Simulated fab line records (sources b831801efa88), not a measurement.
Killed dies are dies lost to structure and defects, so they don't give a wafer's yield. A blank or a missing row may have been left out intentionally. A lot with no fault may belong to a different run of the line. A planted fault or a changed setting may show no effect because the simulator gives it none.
fab line records || flow sky130 || part 2 of 2: steps 33 to 45 of 45
record {"lots": 5, "wafers": 15, "lastDay": 50}
route steps=708 shown CAPM@541 METAL3@555 VIA3@573
lots untouched by any fault: they come from a run of this same line in which no faults occurred
startH: hours from the record's opening day to when the first of the lot's shown wafers began || waitH: time in hours since the lot's previous step || " repeats the value in the row above || L1.1+2: a single row standing in for several wafers || - no value, or no start was given || * or withheld: withheld || < > ~ a bound
route shown NAME@n: NAME is a module with steps in the file, n the number in the route of the first one || usual: average and standard deviation across the fault-free wafers || same: alike in all rows || chamber/n: place in a boat || sites: each site's reading || _std_site: the standard deviation of these || _edge_site: the outer-site mean with the inner-site mean subtracted || radiusMm: for every site, how far away it sits from the centre of the wafer || mask NAME#n: copy n || behind: the tool/chamber that last shaped the wafer || hold: cause of the lot's hold/its duration in hours/its outcome || device: whichever transistor did not switch (one of n, p or np) || end of line: the route-end tests of the same wafers || a step without rows: its recipe alone || killed: the dies lost at the first sort to structure and to defects; this is not the yield of the wafer || map: a wafer's dies, marking killed ones x, the rest . and places with no die _
set.NAME: the setting that was run; set.NAME@STEP: the one run at that earlier step || model.NAME: the simulator's own value behind a step, which no gauge read
lots at selected steps of the route; one table per step, one row per wafer
services: the hour from which a tool's chamber was out of use, counted from the record's first day as startH (under 0 if before that day), plus the number of hours and why
## steps
# step SKY_VIA3_HDPCVD_00
# recipe {"material": "SiO2", "targetThkNm": 1635, "sigmaOpenFrac": 0.3, "timeS": 272.5, "tempC": 400, "sih4FlowSccm": 60, "pressureMtorr": 6}
# usual {"susceptorTempC": "399.98/0.23"}
{"lot.wafer": "L075.1", "tool": "hdpcvd-01", "chamber": 2, "startH": 915.74, "waitH": 0.0, "susceptorTempC": 400.01}
{"lot.wafer": "L075.3", "tool": "hdpcvd-01", "chamber": 1, "startH": 915.74, "waitH": 0.0, "susceptorTempC": 400.10}
{"lot.wafer": "L075.4", "tool": "hdpcvd-01", "chamber": 2, "startH": 915.74, "waitH": 0.0, "susceptorTempC": 400.06}
{"lot.wafer": "L077.1", "tool": "hdpcvd-01", "chamber": 0, "startH": 930.31, "waitH": 0.0, "susceptorTempC": 400.26}
{"lot.wafer": "L077.2", "tool": "hdpcvd-01", "chamber": 2, "startH": 930.31, "waitH": 0.0, "susceptorTempC": 400.07}
{"lot.wafer": "L077.4", "tool": "hdpcvd-01", "chamber": 1, "startH": 930.31, "waitH": 0.0, "susceptorTempC": 400.01}
{"lot.wafer": "L084.4", "tool": "hdpcvd-02", "chamber": 2, "startH": 987.43, "waitH": 0.1, "susceptorTempC": 399.67}
{"lot.wafer": "L084.5", "tool": "hdpcvd-02", "chamber": 1, "startH": 987.43, "waitH": 0.1, "susceptorTempC": 399.81}
{"lot.wafer": "L084.6", "tool": "hdpcvd-02", "chamber": 0, "startH": 987.43, "waitH": 0.1, "susceptorTempC": 400.18}
{"lot.wafer": "L085.1", "tool": "hdpcvd-02", "chamber": 1, "startH": 992.89, "waitH": 0.0, "susceptorTempC": 400.18}
{"lot.wafer": "L085.2", "tool": "hdpcvd-02", "chamber": 0, "startH": 992.89, "waitH": 0.0, "susceptorTempC": 400.28}
{"lot.wafer": "L085.4", "tool": "hdpcvd-02", "chamber": 0, "startH": 992.89, "waitH": 0.0, "susceptorTempC": 400.26}
{"lot.wafer": "L092.2", "tool": "hdpcvd-01", "chamber": 1, "startH": 1041.34, "waitH": 0.0, "susceptorTempC": 400.06}
{"lot.wafer": "L092.4", "tool": "hdpcvd-01", "chamber": 1, "startH": 1041.34, "waitH": 0.0, "susceptorTempC": 399.99}
{"lot.wafer": "L092.6", "tool": "hdpcvd-01", "chamber": 1, "startH": 1041.34, "waitH": 0.0, "susceptorTempC": 400.11}
# step SKY_VIA3_THK_MEAS_01
# recipe {"reads": "SiO2_of_VIA3_HDPCVD_00"}
# usual {"VIA3_HDPCVD_THK": "1645/19"}
{"lot.wafer": "L075.1", "tool": "filmMetro-03", "chamber": "-", "startH": 915.91, "waitH": 0.1, "VIA3_HDPCVD_THK[nm]": 1651}
{"lot.wafer": "L075.3", "tool": "filmMetro-03", "chamber": "-", "startH": 915.91, "waitH": 0.1, "VIA3_HDPCVD_THK[nm]": 1640}
{"lot.wafer": "L075.4", "tool": "filmMetro-03", "chamber": "-", "startH": 915.91, "waitH": 0.1, "VIA3_HDPCVD_THK[nm]": 1638}
{"lot.wafer": "L077.1", "tool": "filmMetro-01", "chamber": "-", "startH": 930.47, "waitH": 0.1, "VIA3_HDPCVD_THK[nm]": 1693}
{"lot.wafer": "L077.2", "tool": "filmMetro-01", "chamber": "-", "startH": 930.47, "waitH": 0.1, "VIA3_HDPCVD_THK[nm]": 1660}
{"lot.wafer": "L077.4", "tool": "filmMetro-01", "chamber": "-", "startH": 930.47, "waitH": 0.1, "VIA3_HDPCVD_THK[nm]": 1663}
{"lot.wafer": "L084.4", "tool": "filmMetro-02", "chamber": "-", "startH": 987.55, "waitH": 0.0, "VIA3_HDPCVD_THK[nm]": 1638}
{"lot.wafer": "L084.5", "tool": "filmMetro-02", "chamber": "-", "startH": 987.55, "waitH": 0.0, "VIA3_HDPCVD_THK[nm]": 1603}
{"lot.wafer": "L084.6", "tool": "filmMetro-02", "chamber": "-", "startH": 987.55, "waitH": 0.0, "VIA3_HDPCVD_THK[nm]": 1633}
{"lot.wafer": "L085.1", "tool": "filmMetro-03", "chamber": "-", "startH": 993.06, "waitH": 0.1, "VIA3_HDPCVD_THK[nm]": 1622}
{"lot.wafer": "L085.2", "tool": "filmMetro-03", "chamber": "-", "startH": 993.06, "waitH": 0.1, "VIA3_HDPCVD_THK[nm]": 1617}
{"lot.wafer": "L085.4", "tool": "filmMetro-03", "chamber": "-", "startH": 993.06, "waitH": 0.1, "VIA3_HDPCVD_THK[nm]": 1619}
{"lot.wafer": "L092.2", "tool": "filmMetro-01", "chamber": "-", "startH": 1041.60, "waitH": 0.2, "VIA3_HDPCVD_THK[nm]": 1632}
{"lot.wafer": "L092.4", "tool": "filmMetro-01", "chamber": "-", "startH": 1041.60, "waitH": 0.2, "VIA3_HDPCVD_THK[nm]": 1641}
{"lot.wafer": "L092.6", "tool": "filmMetro-01", "chamber": "-", "startH": 1041.60, "waitH": 0.2, "VIA3_HDPCVD_THK[nm]": 1645}
# step SKY_VIA3_CMP_02
# recipe {"material": "SiO2", "downForcePsi": 4, "platenRpm": 60, "padVelocityMS": 0.94248}
# usual {"motorCurrentA": "11.9/1.5"}
{"lot.wafer": "L075.1", "tool": "cmp-02", "chamber": 3, "startH": 916.02, "waitH": 0.1, "motorCurrentA": 12.7}
{"lot.wafer": "L075.3", "tool": "cmp-02", "chamber": 0, "startH": 916.02, "waitH": 0.1, "motorCurrentA": 9.8}
{"lot.wafer": "L075.4", "tool": "cmp-02", "chamber": 1, "startH": 916.02, "waitH": 0.1, "motorCurrentA": 11.2}
{"lot.wafer": "L077.2", "tool": "cmp-02", "chamber": 3, "startH": 930.53, "waitH": 0.0, "motorCurrentA": 12.8}
{"lot.wafer": "L077.4", "tool": "cmp-02", "chamber": 1, "startH": 930.53, "waitH": 0.0, "motorCurrentA": 10.4}
{"lot.wafer": "L077.1", "tool": "cmp-02", "chamber": 2, "startH": 930.53, "waitH": 0.0, "motorCurrentA": 10.4}
{"lot.wafer": "L084.4", "tool": "cmp-01", "chamber": 0, "startH": 987.73, "waitH": 0.2, "motorCurrentA": 13.8}
{"lot.wafer": "L084.6", "tool": "cmp-01", "chamber": 1, "startH": 987.73, "waitH": 0.2, "motorCurrentA": 13.4}
{"lot.wafer": "L084.5", "tool": "cmp-01", "chamber": 2, "startH": 987.73, "waitH": 0.2, "motorCurrentA": 13.2}
{"lot.wafer": "L085.1", "tool": "cmp-01", "chamber": 2, "startH": 993.17, "waitH": 0.1, "motorCurrentA": 14.2}
{"lot.wafer": "L085.4", "tool": "cmp-01", "chamber": 3, "startH": 993.17, "waitH": 0.1, "motorCurrentA": 13.8}
{"lot.wafer": "L085.2", "tool": "cmp-01", "chamber": 0, "startH": 993.17, "waitH": 0.1, "motorCurrentA": 13.7}
{"lot.wafer": "L092.2", "tool": "cmp-02", "chamber": 2, "startH": 1041.70, "waitH": 0.1, "motorCurrentA": 10.1}
{"lot.wafer": "L092.4", "tool": "cmp-02", "chamber": 0, "startH": 1041.70, "waitH": 0.1, "motorCurrentA": 10.0}
{"lot.wafer": "L092.6", "tool": "cmp-02", "chamber": 1, "startH": 1041.70, "waitH": 0.1, "motorCurrentA": 10.6}
# step SKY_VIA3_BOW_MEAS_03
# recipe {"mode": "bow"}
# usual {"VIA3_BOW": "80/8"}
{"lot.wafer": "L075.1", "tool": "filmMetro-02", "chamber": "-", "startH": 916.37, "waitH": 0.3, "VIA3_BOW[um]": 84}
{"lot.wafer": "L075.3", "tool": "filmMetro-02", "chamber": "-", "startH": 916.37, "waitH": 0.3, "VIA3_BOW[um]": 76}
{"lot.wafer": "L075.4", "tool": "filmMetro-02", "chamber": "-", "startH": 916.37, "waitH": 0.3, "VIA3_BOW[um]": 80}
{"lot.wafer": "L077.1", "tool": "filmMetro-03", "chamber": "-", "startH": 930.83, "waitH": 0.1, "VIA3_BOW[um]": 71}
{"lot.wafer": "L077.2", "tool": "filmMetro-03", "chamber": "-", "startH": 930.83, "waitH": 0.1, "VIA3_BOW[um]": 75}
{"lot.wafer": "L077.4", "tool": "filmMetro-03", "chamber": "-", "startH": 930.83, "waitH": 0.1, "VIA3_BOW[um]": 70}
{"lot.wafer": "L084.4", "tool": "filmMetro-01", "chamber": "-", "startH": 987.94, "waitH": 0.2, "VIA3_BOW[um]": 91}
{"lot.wafer": "L084.5", "tool": "filmMetro-01", "chamber": "-", "startH": 987.94, "waitH": 0.2, "VIA3_BOW[um]": 63}
{"lot.wafer": "L084.6", "tool": "filmMetro-01", "chamber": "-", "startH": 987.94, "waitH": 0.2, "VIA3_BOW[um]": 76}
{"lot.wafer": "L085.1", "tool": "filmMetro-03", "chamber": "-", "startH": 993.42, "waitH": 0.2, "VIA3_BOW[um]": 88}
{"lot.wafer": "L085.2", "tool": "filmMetro-03", "chamber": "-", "startH": 993.42, "waitH": 0.2, "VIA3_BOW[um]": 74}
{"lot.wafer": "L085.4", "tool": "filmMetro-03", "chamber": "-", "startH": 993.42, "waitH": 0.2, "VIA3_BOW[um]": 85}
{"lot.wafer": "L092.2", "tool": "filmMetro-01", "chamber": "-", "startH": 1041.97, "waitH": 0.2, "VIA3_BOW[um]": 83}
{"lot.wafer": "L092.4", "tool": "filmMetro-01", "chamber": "-", "startH": 1041.97, "waitH": 0.2, "VIA3_BOW[um]": 87}
{"lot.wafer": "L092.6", "tool": "filmMetro-01", "chamber": "-", "startH": 1041.97, "waitH": 0.2, "VIA3_BOW[um]": 71}
# step SKY_VIA3_DEHYDRATE_04
# recipe {"tempC": 200, "timeS": 60}
{"lot.wafer": "L075.1+3+4", "tool": "lithoTrack-03", "chamber": 0, "startH": 928.07, "waitH": 11.7}
{"lot.wafer": "L077.1+2+4", "tool": "lithoTrack-03", "chamber": 0, "startH": 942.97, "waitH": 12.1}
{"lot.wafer": "L084.4+5+6", "tool": "lithoTrack-04", "chamber": 0, "startH": 998.58, "waitH": 10.6}
{"lot.wafer": "L085.1+2+4", "tool": "lithoTrack-02", "chamber": 0, "startH": 1004.02, "waitH": 10.6}
{"lot.wafer": "L092.2+4+6", "tool": "lithoTrack-02", "chamber": 0, "startH": 1051.74, "waitH": 9.7}
# step SKY_VIA3_HMDS_05
# recipe {"primeTimeS": 60, "primeTempC": 120}
# usual {"primeTempC": "120.01/0.14"}
{"lot.wafer": "L075.1", "tool": "lithoTrack-03", "chamber": 0, "startH": 928.22, "waitH": 0.1, "primeTempC": 119.78}
{"lot.wafer": "L075.3", "tool": "lithoTrack-03", "chamber": 0, "startH": 928.22, "waitH": 0.1, "primeTempC": 119.99}
{"lot.wafer": "L075.4", "tool": "lithoTrack-03", "chamber": 0, "startH": 928.22, "waitH": 0.1, "primeTempC": 119.98}
{"lot.wafer": "L077.1", "tool": "lithoTrack-03", "chamber": 0, "startH": 943.12, "waitH": 0.1, "primeTempC": 119.83}
{"lot.wafer": "L077.2", "tool": "lithoTrack-03", "chamber": 0, "startH": 943.12, "waitH": 0.1, "primeTempC": 120.03}
{"lot.wafer": "L077.4", "tool": "lithoTrack-03", "chamber": 0, "startH": 943.12, "waitH": 0.1, "primeTempC": 120.01}
{"lot.wafer": "L084.4", "tool": "lithoTrack-04", "chamber": 0, "startH": 998.73, "waitH": 0.1, "primeTempC": 119.99}
{"lot.wafer": "L084.5", "tool": "lithoTrack-04", "chamber": 0, "startH": 998.73, "waitH": 0.1, "primeTempC": 119.83}
{"lot.wafer": "L084.6", "tool": "lithoTrack-04", "chamber": 0, "startH": 998.73, "waitH": 0.1, "primeTempC": 119.72}
{"lot.wafer": "L085.1", "tool": "lithoTrack-02", "chamber": 0, "startH": 1004.17, "waitH": 0.1, "primeTempC": 120.05}
{"lot.wafer": "L085.2", "tool": "lithoTrack-02", "chamber": 0, "startH": 1004.17, "waitH": 0.1, "primeTempC": 120.04}
{"lot.wafer": "L085.4", "tool": "lithoTrack-02", "chamber": 0, "startH": 1004.17, "waitH": 0.1, "primeTempC": 120.18}
{"lot.wafer": "L092.2", "tool": "lithoTrack-02", "chamber": 0, "startH": 1051.89, "waitH": 0.1, "primeTempC": 119.88}
{"lot.wafer": "L092.4", "tool": "lithoTrack-02", "chamber": 0, "startH": 1051.89, "waitH": 0.1, "primeTempC": 120.07}
{"lot.wafer": "L092.6", "tool": "lithoTrack-02", "chamber": 0, "startH": 1051.89, "waitH": 0.1, "primeTempC": 120.15}
# step SKY_VIA3_COAT_06
# recipe {"resist": "BARC", "tempC": "withheld", "timeS": "withheld", "spinRpm": 3000, "resistThkNm": 60}
{"lot.wafer": "L075.1+3+4", "tool": "lithoTrack-03", "chamber": 0, "startH": 928.37, "waitH": 0.1}
{"lot.wafer": "L077.1+2+4", "tool": "lithoTrack-03", "chamber": 0, "startH": 943.27, "waitH": 0.1}
{"lot.wafer": "L084.4+5+6", "tool": "lithoTrack-04", "chamber": 0, "startH": 998.88, "waitH": 0.1}
{"lot.wafer": "L085.1+2+4", "tool": "lithoTrack-02", "chamber": 0, "startH": 1004.32, "waitH": 0.1}
{"lot.wafer": "L092.2+4+6", "tool": "lithoTrack-02", "chamber": 0, "startH": 1052.04, "waitH": 0.1}
# step SKY_VIA3_COAT_07
# recipe {"resist": "KrF-thick", "spinRpm": 3000, "resistThkNm": 450}
{"lot.wafer": "L075.1+3+4", "tool": "lithoTrack-03", "chamber": 0, "startH": "-", "waitH": "-"}
{"lot.wafer": "L077.1+2+4", "tool": "lithoTrack-03", "chamber": 0, "startH": "-", "waitH": "-"}
{"lot.wafer": "L084.4+5+6", "tool": "lithoTrack-04", "chamber": 0, "startH": "-", "waitH": "-"}
{"lot.wafer": "L085.1+2+4", "tool": "lithoTrack-02", "chamber": 0, "startH": "-", "waitH": "-"}
{"lot.wafer": "L092.2+4+6", "tool": "lithoTrack-02", "chamber": 0, "startH": "-", "waitH": "-"}
# step SKY_VIA3_SOFTBAKE_08
# recipe {"tempC": 100, "timeS": 90, "resist": "KrF-thick"}
{"lot.wafer": "L075.1+3+4", "tool": "lithoTrack-03", "chamber": 0, "startH": "-", "waitH": "-"}
{"lot.wafer": "L077.1+2+4", "tool": "lithoTrack-03", "chamber": 0, "startH": "-", "waitH": "-"}
{"lot.wafer": "L084.4+5+6", "tool": "lithoTrack-04", "chamber": 0, "startH": "-", "waitH": "-"}
{"lot.wafer": "L085.1+2+4", "tool": "lithoTrack-02", "chamber": 0, "startH": "-", "waitH": "-"}
{"lot.wafer": "L092.2+4+6", "tool": "lithoTrack-02", "chamber": 0, "startH": "-", "waitH": "-"}
# step SKY_VIA3_EXPOSE_09
# recipe {"maskId": "VIM3", "na": 0.8, "sourceShape": "annular", "sigmaInner": 0.55, "sigmaOuter": 0.85, "targetCdNm": 200, "doseMj": 38}
{"lot.wafer": "L075.1+3+4", "tool": "krfScanner-01", "chamber": 0, "startH": "-", "waitH": "-", "mask": "VIM3#0"}
{"lot.wafer": "L077.1+2+4", "tool": "krfScanner-02", "chamber": 0, "startH": "-", "waitH": "-", "mask": "VIM3#0"}
{"lot.wafer": "L084.4+5+6", "tool": "krfScanner-01", "chamber": 0, "startH": "-", "waitH": "-", "mask": "VIM3#0"}
{"lot.wafer": "L085.1+2+4", "tool": "krfScanner-01", "chamber": 0, "startH": "-", "waitH": "-", "mask": "VIM3#0"}
{"lot.wafer": "L092.2+4+6", "tool": "krfScanner-01", "chamber": 0, "startH": "-", "waitH": "-", "mask": "VIM3#0"}
# step SKY_VIA3_PEB_10
# recipe {"pebTempC": "withheld", "pebTimeS": "withheld", "resist": "KrF-thick"}
{"lot.wafer": "L075.1+3+4", "tool": "lithoTrack-04", "chamber": 0, "startH": "-", "waitH": "-"}
{"lot.wafer": "L077.1+2+4", "tool": "lithoTrack-04", "chamber": 0, "startH": "-", "waitH": "-"}
{"lot.wafer": "L084.4+5+6", "tool": "lithoTrack-03", "chamber": 0, "startH": "-", "waitH": "-"}
{"lot.wafer": "L085.1+2+4", "tool": "lithoTrack-04", "chamber": 0, "startH": "-", "waitH": "-"}
{"lot.wafer": "L092.2+4+6", "tool": "lithoTrack-04", "chamber": 0, "startH": "-", "waitH": "-"}
# step SKY_VIA3_DEVELOP_11
# recipe {"developTimeS": 60, "resist": "KrF-thick", "devTempC": 21}
{"lot.wafer": "L075.1+3+4", "tool": "lithoTrack-04", "chamber": 0, "startH": "-", "waitH": "-"}
{"lot.wafer": "L077.1+2+4", "tool": "lithoTrack-04", "chamber": 0, "startH": "-", "waitH": "-"}
{"lot.wafer": "L084.4+5+6", "tool": "lithoTrack-03", "chamber": 0, "startH": "-", "waitH": "-"}
{"lot.wafer": "L085.1+2+4", "tool": "lithoTrack-04", "chamber": 0, "startH": "-", "waitH": "-"}
{"lot.wafer": "L092.2+4+6", "tool": "lithoTrack-04", "chamber": 0, "startH": "-", "waitH": "-"}
# step SKY_VIA3_CD_MEAS_12
# recipe {"targetCdNm": 200}
# usual {"cdNm": "199.9/1.6"}
{"lot.wafer": "L075.1", "tool": "cdSem-01", "chamber": "-", "startH": 941.35, "waitH": "-", "cdNm": 201.1}
{"lot.wafer": "L075.3", "tool": "cdSem-01", "chamber": "-", "startH": 941.35, "waitH": "-", "cdNm": 203.0}
{"lot.wafer": "L075.4", "tool": "cdSem-01", "chamber": "-", "startH": 941.35, "waitH": "-", "cdNm": 202.2}
{"lot.wafer": "L077.1", "tool": "cdSem-02", "chamber": "-", "startH": 956.75, "waitH": "-", "cdNm": 201.7}
{"lot.wafer": "L077.2", "tool": "cdSem-02", "chamber": "-", "startH": 956.75, "waitH": "-", "cdNm": 201.9}
{"lot.wafer": "L077.4", "tool": "cdSem-02", "chamber": "-", "startH": 956.75, "waitH": "-", "cdNm": 201.4}
{"lot.wafer": "L084.4", "tool": "cdSem-01", "chamber": "-", "startH": 1010.68, "waitH": "-", "cdNm": 199.4}
{"lot.wafer": "L084.5", "tool": "cdSem-01", "chamber": "-", "startH": 1010.68, "waitH": "-", "cdNm": 199.3}
{"lot.wafer": "L084.6", "tool": "cdSem-01", "chamber": "-", "startH": 1010.68, "waitH": "-", "cdNm": 198.3}
{"lot.wafer": "L085.1", "tool": "cdSem-01", "chamber": "-", "startH": 1016.90, "waitH": "-", "cdNm": 200.7}
{"lot.wafer": "L085.2", "tool": "cdSem-01", "chamber": "-", "startH": 1016.90, "waitH": "-", "cdNm": 200.3}
{"lot.wafer": "L085.4", "tool": "cdSem-01", "chamber": "-", "startH": 1016.90, "waitH": "-", "cdNm": 201.5}
{"lot.wafer": "L092.2", "tool": "cdSem-01", "chamber": "-", "startH": 1064.47, "waitH": "-", "cdNm": 199.2}
{"lot.wafer": "L092.4", "tool": "cdSem-01", "chamber": "-", "startH": 1064.47, "waitH": "-", "cdNm": 198.7}
{"lot.wafer": "L092.6", "tool": "cdSem-01", "chamber": "-", "startH": 1064.47, "waitH": "-", "cdNm": 198.0}
## services
{"tool": "krfScanner-02", "chamber": "-", "startH": 858.10, "hours": 1.0, "kind": "pm"}
{"tool": "krfScanner-02", "chamber": "-", "startH": 864.08, "hours": 1.3, "kind": "pm"}
{"tool": "krfScanner-01", "chamber": "-", "startH": 870.84, "hours": 4.0, "kind": "pm"}
{"tool": "rieMetal-01", "chamber": "-", "startH": 871.29, "hours": 2.8, "kind": "pm"}
{"tool": "rieMetal-04", "chamber": "-", "startH": 919.00, "hours": 0.5, "kind": "repair"}
{"tool": "rieMetal-04", "chamber": 0, "startH": 920.10, "hours": 4.3, "kind": "repair"}
{"tool": "rieDiel-02", "chamber": 1, "startH": 926.81, "hours": 1.6, "kind": "repair"}
{"tool": "plasmaAsher-02", "chamber": "-", "startH": 930.86, "hours": 1.9, "kind": "repair"}
{"tool": "wetBench-04", "chamber": "-", "startH": 955.62, "hours": 0.9, "kind": "repair"}
{"tool": "rieDiel-02", "chamber": "-", "startH": 959.67, "hours": 1.7, "kind": "repair"}
{"tool": "wetBench-03", "chamber": "-", "startH": 973.31, "hours": 1.3, "kind": "repair"}
{"tool": "rieMetal-04", "chamber": 0, "startH": 978.51, "hours": 1.7, "kind": "repair"}
{"tool": "krfScanner-01", "chamber": "-", "startH": 989.93, "hours": 1.0, "kind": "pm"}
{"tool": "wetBench-01", "chamber": "-", "startH": 997.73, "hours": 1.6, "kind": "repair"}
{"tool": "krfScanner-02", "chamber": "-", "startH": 999.94, "hours": 36.0, "kind": "pm"}
{"tool": "plasmaAsher-02", "chamber": "-", "startH": 1010.94, "hours": 2.8, "kind": "repair"}
{"tool": "krfScanner-01", "chamber": "-", "startH": 1015.50, "hours": 10.6, "kind": "repair"}
{"tool": "rieMetal-04", "chamber": 0, "startH": 1015.94, "hours": 1.2, "kind": "repair"}
{"tool": "krfScanner-01", "chamber": "-", "startH": 1030.90, "hours": 0.8, "kind": "pm"}
{"tool": "krfScanner-02", "chamber": "-", "startH": 1035.94, "hours": 0.8, "kind": "pm"}
{"tool": "krfScanner-01", "chamber": "-", "startH": 1036.59, "hours": 0.2, "kind": "repair"}
{"tool": "krfScanner-01", "chamber": "-", "startH": 1036.80, "hours": 1.3, "kind": "pm"}
{"tool": "plasmaAsher-02", "chamber": "-", "startH": 1036.81, "hours": 2.8, "kind": "pm"}
{"tool": "rieMetal-02", "chamber": 1, "startH": 1050.84, "hours": 4.1, "kind": "repair"}
